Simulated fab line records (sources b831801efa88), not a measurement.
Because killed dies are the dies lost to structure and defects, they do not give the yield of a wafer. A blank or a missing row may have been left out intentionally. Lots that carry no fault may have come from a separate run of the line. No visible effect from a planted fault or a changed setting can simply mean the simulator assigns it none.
fab line records	flow sfq-line
[record] lots = 5	wafers = 27
route steps=325 shown L0@12 M0@29 I0@43 M1@69 I2@103 M8@325
start-h: start of the lot's first displayed wafer, in hours after the record's first day	wait-h: hours elapsed since this lot's preceding step	" same as the row above	L1.1+2: one row covering several wafers at once	- no value, or no start given	* or withheld: withheld	< > ~ a bound
route shown NAME@n: names a module that has steps shown in the file, with the first one's number in the route	usual: mean/standard deviation of fault-free wafers	same: alike in all rows	chamber/n: place in a boat	sites: readings site by site	_std_site: the values' standard deviation	_edge_site: inner sites' mean taken away from outer sites' mean	radius-mm: for every site, how far away it sits from the centre of the wafer	mask NAME#n: copy n	behind: tool/chamber where the wafer was last shaped	hold: the reason the lot was held/the length of the hold in hours/how it ended	device: names the non-switching transistor (n, p or np)	end of line: tests of these same wafers at the route's end	step lacking rows: just its recipe	killed: dies lost to structure and defects at the first sort, not the wafer's yield	map: a wafer's dies, x killed, . not, _ none there
set.NAME: the run value of the setting; set.NAME@STEP: its run value at that earlier step	model.NAME: the simulator's own value behind a step, which no gauge read
lots where settings were altered on purpose, with a table for each step and a row for each wafer
[[steps]]
[step SFQ_TRILAYER_L0_BARC_OPEN_METAL_ETCH_010]
[recipe] mask-material = PR	chemistry = O2	target-depth-nm = 125	target = BARC	icp-w = 600	bias-w = 80	pressure-mtorr = 10	time-s = 41.7
[usual] oes-product-au = 0.685/0.0046
lot.wafer	tool	chamber	start-h	wait-h	set.time-s	oes-product-au	model.KrF_of_TRILAYER_L0_LITHO_COAT_005.thk-nm
L074.1	rie-metal-02	1	59.46	0.1	29.78	0.800	538.6
L074.2	"	0	"	"	41.7	0.676	524.1
L074.3	"	1	"	"	29.78	0.809	539.4
L074.4	"	0	"	"	41.7	0.696	523.2
L074.5	"	0	"	"	41.7	0.683	524.1
L074.6	"	1	"	"	29.78	0.815	538.4
L078.1	rie-metal-04	1	78.66	0.1	41.7	0.682	522.2
L078.2	"	0	"	"	23.07	0.930	546.6
L078.3	"	0	"	"	23.07	0.939	548.4
L078.4	"	1	"	"	41.7	0.683	523.2
L078.5	"	1	"	"	41.7	0.686	521.5
L078.6	"	0	"	"	23.07	0.933	547.6
L079.1	rie-metal-02	1	89.42	0.1	41.7	0.682	525.7
L079.2	"	0	"	"	41.7	0.684	524.7
L079.3	"	0	"	"	41.7	0.691	523.4
L079.4	"	1	"	"	41.7	0.682	524.1
L079.5	"	0	"	"	41.7	0.689	523.5
L079.6	"	1	"	"	41.7	0.693	525.9
L082.2	rie-metal-02	1	105.12	0.1	41.7	0.686	524.4
L082.3	"	0	"	"	41.7	0.680	521.8
L082.5	"	1	"	"	41.7	0.687	523.2
L085.1	rie-metal-02	1	119.52	0.1	21.35	0.978	550.5
L085.2	"	1	"	"	41.7	0.681	525.4
L085.3	"	1	"	"	41.7	0.677	526.4
L085.4	"	1	"	"	41.7	0.679	523.2
L085.5	"	1	"	"	21.35	0.971	550
L085.6	"	1	"	"	21.35	0.973	548.1
[step SFQ_TRILAYER_L0_ETCH_METAL_ETCH_008]
[recipe] target = MoNx_KI	stop-on = SiO2	mask-material = PR	chemistry = SF6/O2	target-depth-nm = 50	icp-w = 600	bias-w = 80	pressure-mtorr = 10	time-s = 25
lot.wafer	tool	chamber	start-h	wait-h	set.time-s@TRILAYER_L0_BARC_OPEN_METAL_ETCH_010	model.KrF_of_TRILAYER_L0_LITHO_COAT_005.thk-nm
L074.1	rie-metal-02	1	59.52	0.0	29.78	497
L074.2	"	0	"	"	41.7	482.1
L074.3	"	1	"	"	29.78	497.5
L074.4	"	0	"	"	41.7	481.2
L074.5	"	0	"	"	41.7	481.8
L074.6	"	1	"	"	29.78	496.5
L078.1	rie-metal-04	1	78.72	0.0	41.7	479.9
L078.2	"	0	"	"	23.07	505.5
L078.3	"	0	"	"	23.07	507.3
L078.4	"	1	"	"	41.7	481.4
L078.5	"	1	"	"	41.7	479.3
L078.6	"	0	"	"	23.07	506.7
L079.1	rie-metal-02	1	89.48	0.0	41.7	484.9
L079.2	"	0	"	"	41.7	483
L079.3	"	0	"	"	41.7	481.5
L079.4	"	1	"	"	41.7	482.8
L079.5	"	0	"	"	41.7	481.7
L079.6	"	1	"	"	41.7	485.2
L082.2	rie-metal-02	1	105.18	0.0	41.7	482.8
L082.3	"	0	"	"	41.7	479.6
L082.5	"	1	"	"	41.7	481.6
L085.1	rie-metal-02	1	119.64	0.1	21.35	509.2
L085.2	"	1	"	"	41.7	483.7
L085.3	"	1	"	"	41.7	484.6
L085.4	"	1	"	"	41.7	481.3
L085.5	"	1	"	"	21.35	508.3
L085.6	"	1	"	"	21.35	506.6
[step SFQ_TRILAYER_M0_DEP_SPUTTER_019]
[recipe] material = Nb	base-pressure-pa = 1.33e-06	chamber-pressure-pa = 0.1333	substrate-temp-c = 20	resputter-cathode-voltage-v = 400	target-thk-nm = 200	power-w = 2000	time-s = 133.3
lot.wafer	tool	chamber	start-h	wait-h	set.time-s	model.Nb_of_TRILAYER_M0_DEP_SPUTTER_019.thk-nm
L074.1	pvd-sputter-04	-	113.36	0.0	107.4	159.5
L074.2	"	-	"	"	133.3	201
L074.3	"	-	"	"	107.4	160.5
L074.4	"	-	"	"	133.3	200
L074.5	"	-	"	"	107.4	161.7
L074.6	"	-	"	"	133.3	198.9
L078.1	pvd-sputter-06	-	137.30	0.0	173.9	262.8
L078.2	"	-	"	"	173.9	261.6
L078.3	"	-	"	"	133.3	200.2
L078.4	"	-	"	"	133.3	201.3
L078.5	"	-	"	"	173.9	262.1
L078.6	"	-	"	"	133.3	200.7
L079.1	pvd-sputter-05	-	146.90	0.0	133.3	200.4
L079.2	"	-	"	"	207.1	310.7
L079.3	"	-	"	"	207.1	312.4
L079.4	"	-	"	"	133.3	202.2
L079.5	"	-	"	"	133.3	200
L079.6	"	-	"	"	207.1	311.3
L082.2	pvd-sputter-06	-	164.92	0.0	133.3	199.2
L082.3	"	-	"	"	133.3	199.6
L082.5	"	-	"	"	133.3	198.6
L085.1	pvd-sputter-04	-	176.90	0.0	62.49	95.13
L085.2	"	-	"	"	133.3	201.2
L085.3	"	-	"	"	62.49	97.8
L085.4	"	-	"	"	62.49	97.28
L085.5	"	-	"	"	133.3	203
L085.6	"	-	"	"	133.3	199.2
[step SFQ_M0_RS_MEAS_904]
[recipe] thk-meas-gauge = four-point-probe	reads = Nb_of_TRILAYER_M0_DEP_SPUTTER_019
[usual] M0_NB_RS = 0.889/0.0076
lot.wafer	tool	chamber	start-h	wait-h	set.time-s@TRILAYER_M0_DEP_SPUTTER_019	M0_NB_RS[ohm/sq]
L074.1	film-metro-02	-	113.45	0.0	107.4	1.122
L074.2	"	-	"	"	133.3	0.887
L074.3	"	-	"	"	107.4	1.116
L074.4	"	-	"	"	133.3	0.893
L074.5	"	-	"	"	107.4	1.106
L074.6	"	-	"	"	133.3	0.897
L078.1	film-metro-02	-	137.39	0.0	173.9	0.677
L078.2	"	-	"	"	173.9	0.680
L078.3	"	-	"	"	133.3	0.891
L078.4	"	-	"	"	133.3	0.885
L078.5	"	-	"	"	173.9	0.677
L078.6	"	-	"	"	133.3	0.888
L079.1	film-metro-04	-	146.99	0.0	133.3	0.889
L079.2	"	-	"	"	207.1	0.572
L079.3	"	-	"	"	207.1	0.568
L079.4	"	-	"	"	133.3	0.882
L079.5	"	-	"	"	133.3	0.891
L079.6	"	-	"	"	207.1	0.571
L082.2	film-metro-02	-	165.03	0.1	133.3	0.895
L082.3	"	-	"	"	133.3	0.893
L082.5	"	-	"	"	133.3	0.899
L085.1	film-metro-01	-	176.99	0.0	62.49	1.894
L085.2	"	-	"	"	133.3	0.887
L085.3	"	-	"	"	62.49	1.846
L085.4	"	-	"	"	62.49	1.853
L085.5	"	-	"	"	133.3	0.877
L085.6	"	-	"	"	133.3	0.895
[step SFQ_TRILAYER_M0_LITHO_COAT_026]
[recipe] resist = BARC	spin-rpm = 3000	resist-thk-nm = 62
[step SFQ_TRILAYER_M0_BARC_OPEN_METAL_ETCH_031]
[recipe] mask-material = PR	chemistry = O2	target-depth-nm = 125	target = BARC	icp-w = 600	bias-w = 80	pressure-mtorr = 10	time-s = 41.7
[step SFQ_TRILAYER_M0_ETCH_METAL_ETCH_024]
[recipe] target = Nb	stop-on = SiO2	mask-material = PR	chemistry = Cl2/Ar	target-depth-nm = 240	icp-w = 600	bias-w = 80	pressure-mtorr = 10	time-s = 120
[usual] oes-product-au = 0.897/0.0061
lot.wafer	tool	chamber	start-h	wait-h	set.time-s@TRILAYER_M0_DEP_SPUTTER_019	oes-product-au
L074.1	rie-metal-02	0	164.73	0.0	107.4	0.787
L074.2	"	1	"	"	133.3	0.907
L074.3	"	1	"	"	107.4	0.800
L074.4	"	0	"	"	133.3	0.891
L074.5	"	1	"	"	107.4	0.789
L074.6	"	0	"	"	133.3	0.899
L078.1	rie-metal-03	0	189.76	0.0	173.9	1.002
L078.2	"	1	"	"	173.9	0.990
L078.3	"	0	"	"	133.3	0.901
L078.4	"	1	"	"	133.3	0.892
L078.5	"	1	"	"	173.9	0.993
L078.6	"	0	"	"	133.3	0.898
L079.1	rie-metal-01	1	199.42	0.1	133.3	0.892
L079.2	"	1	"	"	207.1	1.022
L079.3	"	1	"	"	207.1	1.026
L079.4	"	1	"	"	133.3	0.897
L079.5	"	1	"	"	133.3	0.891
L079.6	"	1	"	"	207.1	1.010
L082.2	rie-metal-03	1	216.16	0.0	133.3	0.896
L082.3	"	1	"	"	133.3	0.900
L082.5	"	1	"	"	133.3	0.891
L085.1	rie-metal-01	1	228.16	0.0	62.49	0.625
L085.2	"	0	"	"	133.3	0.892
L085.3	"	0	"	"	62.49	0.624
L085.4	"	1	"	"	62.49	0.635
L085.5	"	1	"	"	133.3	0.911
L085.6	"	0	"	"	133.3	0.897
[step SFQ_TRILAYER_I0_DEP_PECVD_027]
[recipe] material = SiO2	temp-c = 150	time-s = 111.11	pressure-torr = 2.4	rf-w = 183.3	precursor = SiH4/N2O	target-thk-nm = 500
lot.wafer	tool	chamber	start-h	wait-h	set.time-s	model.SiO2_of_TRILAYER_I0_DEP_PECVD_027.thk-nm
L074.1	pecvd-04	2	165.63	0.0	111.11	492.2
L074.2	"	1	"	"	111.11	491.1
L074.3	"	0	"	"	57.97	250.6
L074.4	"	1	"	"	57.97	260.3
L074.5	"	2	"	"	111.11	500.2
L074.6	"	0	"	"	57.97	257.4
L078.1	pecvd-01	1	190.66	0.0	111.11	498.9
L078.2	"	0	"	"	111.11	504.9
L078.3	"	2	"	"	111.11	503.5
L078.4	"	0	"	"	111.11	508.6
L078.5	"	2	"	"	111.11	514.6
L078.6	"	1	"	"	111.11	504.1
L079.1	pecvd-01	1	201.05	0.0	111.11	501.5
L079.2	"	0	"	"	111.11	500.2
L079.3	"	2	"	"	164.1	742.7
L079.4	"	1	"	"	164.1	746.2
L079.5	"	0	"	"	111.11	507.3
L079.6	"	2	"	"	164.1	756.2
L082.2	pecvd-03	2	217.06	0.0	111.11	495.1
L082.3	"	0	"	"	111.11	502
L082.5	"	0	"	"	111.11	510.6
L085.1	pecvd-04	0	229.08	0.0	77.54	342.4
L085.2	"	1	"	"	111.11	494.1
L085.3	"	2	"	"	77.54	346.2
L085.4	"	2	"	"	111.11	502.1
L085.5	"	0	"	"	77.54	346.3
L085.6	"	1	"	"	111.11	505.3
[step SFQ_TRILAYER_I0_CMP_CMP_028]
[recipe] material = SiO2	down-force-psi = 3	platen-rpm = 60	pad-velocity-m-s = 0.94248
[usual] time-to-endpoint-s = 221/7.9
lot.wafer	tool	chamber	start-h	wait-h	set.time-s@TRILAYER_I0_DEP_PECVD_027	time-to-endpoint-s
L074.2	cmp-02	1	165.71	0.0	111.11	214
L074.4	"	2	"	"	57.97	48
L074.1	"	3	"	"	111.11	211
L074.3	"	0	"	"	57.97	37
L074.6	"	1	"	"	57.97	43
L074.5	"	2	"	"	111.11	227
L078.2	cmp-01	0	191.34	0.6	111.11	226
L078.4	"	1	"	"	111.11	218
L078.3	"	2	"	"	111.11	221
L078.1	"	3	"	"	111.11	227
L078.5	"	0	"	"	111.11	236
L078.6	"	1	"	"	111.11	214
L079.1	cmp-01	2	201.84	0.8	111.11	221
L079.3	"	3	"	"	164.1	404
L079.4	"	0	"	"	164.1	402
L079.2	"	1	"	"	111.11	210
L079.5	"	2	"	"	111.11	232
L079.6	"	3	"	"	164.1	413
L082.3	cmp-02	0	219.54	2.4	111.11	217
L082.2	"	1	"	"	111.11	213
L082.5	"	0	221.54	4.4	111.11	231
L085.2	cmp-01	0	231.21	2.1	111.11	218
L085.3	"	1	"	"	77.54	104
L085.1	"	2	"	"	77.54	105
L085.4	"	3	"	"	111.11	228
L085.6	"	0	"	"	111.11	229
L085.5	"	1	"	"	77.54	103
[step SFQ_TRILAYER_M1_BARC_OPEN_METAL_ETCH_054]
[recipe] mask-material = PR	chemistry = O2	target-depth-nm = 125	target = BARC	icp-w = 600	bias-w = 80	pressure-mtorr = 10	time-s = 41.7
[usual] oes-product-au = 0.685/0.0044
lot.wafer	tool	chamber	start-h	wait-h	set.time-s	oes-product-au	model.KrF_of_TRILAYER_M1_LITHO_COAT_039.thk-nm
L074.1	rie-metal-04	0	310.75	0.0	20.41	0.987	550.1
L074.2	"	1	"	"	41.7	0.690	524.2
L074.3	"	1	"	"	20.41	0.998	549.9
L074.4	"	0	"	"	20.41	0.980	551.1
L074.5	"	0	"	"	41.7	0.688	523.6
L074.6	"	1	"	"	41.7	0.687	524.4
L078.1	rie-metal-02	1	340.75	0.0	64.35	0.640	493.2
L078.2	"	0	"	"	64.35	0.644	491.4
L078.3	"	1	"	"	41.7	0.686	521.9
L078.4	"	0	"	"	41.7	0.680	520.5
L078.5	"	1	"	"	41.7	0.693	521.2
L078.6	"	0	"	"	64.35	0.641	492.9
L079.1	rie-metal-01	1	354.78	0.0	58.08	0.649	503.4
L079.2	"	0	"	"	58.08	0.646	502.9
L079.3	"	0	"	"	41.7	0.688	524.2
L079.4	"	1	"	"	41.7	0.680	523.5
L079.5	"	0	"	"	41.7	0.678	522.5
L079.6	"	1	"	"	58.08	0.650	500.3
L082.2	rie-metal-02	1	381.18	0.0	41.7	0.683	522.6
L082.3	"	0	"	"	41.7	0.693	522.7
L082.5	"	0	"	"	41.7	0.680	522
L085.1	rie-metal-04	0	401.38	0.0	27.32	0.849	540
L085.2	"	1	"	"	41.7	0.687	521.3
L085.3	"	0	"	"	41.7	0.679	520.8
L085.4	"	1	"	"	27.32	0.841	540.1
L085.5	"	1	"	"	27.32	0.848	538.3
L085.6	"	0	"	"	41.7	0.690	521.6
[step SFQ_TRILAYER_M1_ETCH_METAL_ETCH_042]
[recipe] target = Nb	stop-on = SiO2	mask-material = PR	chemistry = Cl2/Ar	target-depth-nm = 240	icp-w = 600	bias-w = 80	pressure-mtorr = 10	time-s = 125.7
lot.wafer	tool	chamber	start-h	wait-h	set.time-s@TRILAYER_M1_BARC_OPEN_METAL_ETCH_054	model.KrF_of_TRILAYER_M1_LITHO_COAT_039.thk-nm
L074.1	rie-metal-04	0	310.81	0.0	20.41	402.1
L074.2	"	1	"	"	41.7	374.6
L074.3	"	1	"	"	20.41	399.9
L074.4	"	0	"	"	20.41	403.8
L074.5	"	0	"	"	41.7	376.4
L074.6	"	1	"	"	41.7	374.8
L078.1	rie-metal-02	1	340.81	0.0	64.35	346.1
L078.2	"	0	"	"	64.35	343.9
L078.3	"	1	"	"	41.7	373.3
L078.4	"	0	"	"	41.7	372
L078.5	"	1	"	"	41.7	374.6
L078.6	"	0	"	"	64.35	345.9
L079.1	rie-metal-01	1	354.84	0.0	58.08	353
L079.2	"	0	"	"	58.08	353.6
L079.3	"	0	"	"	41.7	374.9
L079.4	"	1	"	"	41.7	373.7
L079.5	"	0	"	"	41.7	375.1
L079.6	"	1	"	"	58.08	351.5
L082.2	rie-metal-02	1	381.24	0.0	41.7	376.2
L082.3	"	0	"	"	41.7	375.2
L082.5	"	0	"	"	41.7	375.7
L085.1	rie-metal-04	0	401.44	0.0	27.32	393
L085.2	"	1	"	"	41.7	372.4
L085.3	"	0	"	"	41.7	373.7
L085.4	"	1	"	"	27.32	390.5
L085.5	"	1	"	"	27.32	387.6
L085.6	"	0	"	"	41.7	374.1
[step SFQ_TRILAYER_I2_DEP_PECVD_063]
[recipe] material = SiO2	temp-c = 150	time-s = 111.11	pressure-torr = 2.4	rf-w = 183.3	precursor = SiH4/N2O	target-thk-nm = 500
lot.wafer	tool	chamber	start-h	wait-h	set.time-s	model.SiO2_of_TRILAYER_I2_DEP_PECVD_063.thk-nm
L074.1	pecvd-04	0	481.62	0.0	111.11	498.1
L074.2	"	1	"	"	74.12	333.4
L074.3	"	2	"	"	74.12	336.1
L074.4	"	0	"	"	111.11	502.9
L074.5	"	2	"	"	74.12	340.1
L074.6	"	1	"	"	111.11	500.1
L078.1	pecvd-01	0	521.00	0.0	111.11	503.1
L078.2	"	1	"	"	89.98	404.5
L078.3	"	2	"	"	111.11	486.7
L078.4	"	1	"	"	111.11	502.9
L078.5	"	2	"	"	89.98	397.9
L078.6	"	0	"	"	89.98	412
L079.1	pecvd-01	1	531.80	0.0	111.11	491.6
L079.2	"	2	"	"	87.12	378.1
L079.3	"	0	"	"	111.11	499.5
L079.4	"	0	"	"	87.12	401.1
L079.5	"	1	"	"	87.12	393.7
L079.6	"	2	"	"	111.11	491.3
L082.2	pecvd-04	2	553.39	0.0	111.11	485.2
L082.3	"	2	"	"	111.11	496
L082.5	"	0	"	"	111.11	505.2
L085.1	pecvd-02	1	579.76	0.0	147.6	652.7
L085.2	"	0	"	"	147.6	659.4
L085.3	"	2	"	"	147.6	652.8
L085.4	"	1	"	"	111.11	491
L085.5	"	2	"	"	111.11	497.7
L085.6	"	0	"	"	111.11	502.2
[step SFQ_TRILAYER_I2_CMP_CMP_064]
[recipe] material = SiO2	down-force-psi = 3	platen-rpm = 60	pad-velocity-m-s = 0.94248
[usual] time-to-endpoint-s = 216/7.3
lot.wafer	tool	chamber	start-h	wait-h	set.time-s@TRILAYER_I2_DEP_PECVD_063	time-to-endpoint-s
L074.3	cmp-01	3	482.89	1.2	74.12	99
L074.4	"	0	"	"	111.11	215
L074.1	"	1	"	"	111.11	205
L074.2	"	2	"	"	74.12	93
L074.5	"	3	"	"	74.12	102
L074.6	"	0	"	"	111.11	213
L078.4	cmp-02	0	525.92	4.8	111.11	217
L078.3	"	1	"	"	111.11	204
L078.2	"	2	"	"	89.98	158
L078.1	"	3	"	"	111.11	221
L078.5	"	0	"	"	89.98	145
L078.6	"	1	"	"	89.98	152
L079.1	cmp-02	2	540.92	9.1	111.11	226
L079.4	"	3	"	"	87.12	145
L079.2	"	0	"	"	87.12	128
L079.3	"	1	"	"	111.11	218
L079.6	"	2	"	"	111.11	217
L079.5	"	3	"	"	87.12	139
L082.2	cmp-01	3	566.89	13.5	111.11	212
L082.3	"	0	"	"	111.11	223
L082.5	"	2	568.39	14.9	111.11	219
L085.1	cmp-01	2	594.52	14.7	147.6	317
L085.4	"	3	"	"	111.11	211
L085.2	"	0	"	"	147.6	332
L085.3	"	1	"	"	147.6	310
L085.5	"	2	"	"	111.11	209
L085.6	"	3	"	"	111.11	224
[step SFQ_M8_BOW_MEAS_951]
[recipe] mode = bow
[usual] M8_BOW = 5/11
lot.wafer	tool	chamber	start-h	wait-h	set.time-s@TRILAYER_M0_DEP_SPUTTER_019	M8_BOW[um]	model.etest.i0.link-ohm	model.etest.m0.ohm-um
L074.1	film-metro-03	-	1679.13	0.0	107.4	-7	2.208	2.223
L074.2	"	-	"	"	133.3	3	1.973	1.78
L074.3	"	-	"	"	107.4	8	2.195	2.236
L074.4	"	-	"	"	133.3	8	1.979	1.781
L074.5	"	-	"	"	107.4	3	2.198	2.208
L074.6	"	-	"	"	133.3	14	1.98	1.786
L078.1	film-metro-01	-	1711.11	0.0	173.9	3	-	-
L078.2	"	-	"	"	173.9	-8	-	-
L078.3	"	-	"	"	133.3	-8	1.973	1.786
L078.4	"	-	"	"	133.3	-12	1.973	1.769
L078.5	"	-	"	"	173.9	-6	-	-
L078.6	"	-	"	"	133.3	-10	1.967	1.782
L079.1	film-metro-03	-	1718.31	0.0	133.3	-4	1.968	1.778
L079.2	"	-	"	"	207.1	-10	-	-
L079.3	"	-	"	"	207.1	-7	-	-
L079.4	"	-	"	"	133.3	14	1.969	1.757
L079.5	"	-	"	"	133.3	-5	1.973	1.777
L079.6	"	-	"	"	207.1	0	-	-
L082.2	film-metro-01	-	1747.36	0.0	133.3	5	1.988	1.79
L082.3	"	-	"	"	133.3	9	1.988	1.786
L082.5	"	-	"	"	133.3	7	1.992	1.798
L085.1	film-metro-01	-	1756.94	0.0	62.49	10	2.971	3.73
L085.2	"	-	"	"	133.3	12	1.997	1.769
L085.3	"	-	"	"	62.49	6	2.914	3.645
L085.4	"	-	"	"	62.49	2	2.916	3.651
L085.5	"	-	"	"	133.3	14	1.966	1.752
L085.6	"	-	"	"	133.3	8	1.983	1.788
[[key]]
[split] step = SFQ_TRILAYER_L0_BARC_OPEN_METAL_ETCH_010	setting = time-s	stated = 41.7	by = wafer
[response] step = SFQ_TRILAYER_L0_BARC_OPEN_METAL_ETCH_010	reading = oes-product-au	change = -0.0056	per = 1%	r = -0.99
[response] step = SFQ_TRILAYER_L0_BARC_OPEN_METAL_ETCH_010	reading = model.KrF_of_TRILAYER_L0_LITHO_COAT_005.thk-nm	change = -0.53	per = 1%	r = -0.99
[response] step = SFQ_TRILAYER_L0_ETCH_METAL_ETCH_008	reading = model.KrF_of_TRILAYER_L0_LITHO_COAT_005.thk-nm	change = -0.544	per = 1%	r = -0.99
[split] step = SFQ_TRILAYER_M0_DEP_SPUTTER_019	setting = time-s	stated = 133.3	by = wafer
[response] step = SFQ_TRILAYER_M0_DEP_SPUTTER_019	reading = model.Nb_of_TRILAYER_M0_DEP_SPUTTER_019.thk-nm	change = +1.99	per = 1%	r = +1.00
[response] step = SFQ_M0_RS_MEAS_904	reading = M0_NB_RS	change = -0.0112	per = 1%	r = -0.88
[response] step = SFQ_TRILAYER_M0_ETCH_METAL_ETCH_024	reading = oes-product-au	change = +0.00368	per = 1%	r = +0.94
[response] step = SFQ_M8_BOW_MEAS_951	reading = model.etest.m0.ohm-um	change = -0.0343	per = 1%	r = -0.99
[response] step = SFQ_M8_BOW_MEAS_951	reading = model.etest.i0.link-ohm	change = -0.0172	per = 1%	r = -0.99
[split] step = SFQ_TRILAYER_I0_DEP_PECVD_027	setting = time-s	stated = 111.11	by = wafer
[response] step = SFQ_TRILAYER_I0_DEP_PECVD_027	reading = model.SiO2_of_TRILAYER_I0_DEP_PECVD_027.thk-nm	change = +5.08	per = 1%	r = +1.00
[response] step = SFQ_TRILAYER_I0_CMP_CMP_028	reading = time-to-endpoint-s	change = *	per = 1%	r = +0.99
[split] step = SFQ_TRILAYER_M1_BARC_OPEN_METAL_ETCH_054	setting = time-s	stated = 41.7	by = wafer
[response] step = SFQ_TRILAYER_M1_BARC_OPEN_METAL_ETCH_054	reading = oes-product-au	shape = bent	at-lowest = 0.988	at-stated = 0.685	at-highest = 0.641
[response] step = SFQ_TRILAYER_M1_BARC_OPEN_METAL_ETCH_054	reading = model.KrF_of_TRILAYER_M1_LITHO_COAT_039.thk-nm	change = -0.526	per = 1%	r = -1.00
[response] step = SFQ_TRILAYER_M1_ETCH_METAL_ETCH_042	reading = model.KrF_of_TRILAYER_M1_LITHO_COAT_039.thk-nm	change = -0.522	per = 1%	r = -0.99
[split] step = SFQ_TRILAYER_I2_DEP_PECVD_063	setting = time-s	stated = 111.11	by = wafer
[response] step = SFQ_TRILAYER_I2_DEP_PECVD_063	reading = model.SiO2_of_TRILAYER_I2_DEP_PECVD_063.thk-nm	change = +4.85	per = 1%	r = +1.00
[response] step = SFQ_TRILAYER_I2_CMP_CMP_064	reading = time-to-endpoint-s	change = *	per = 1%	r = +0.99
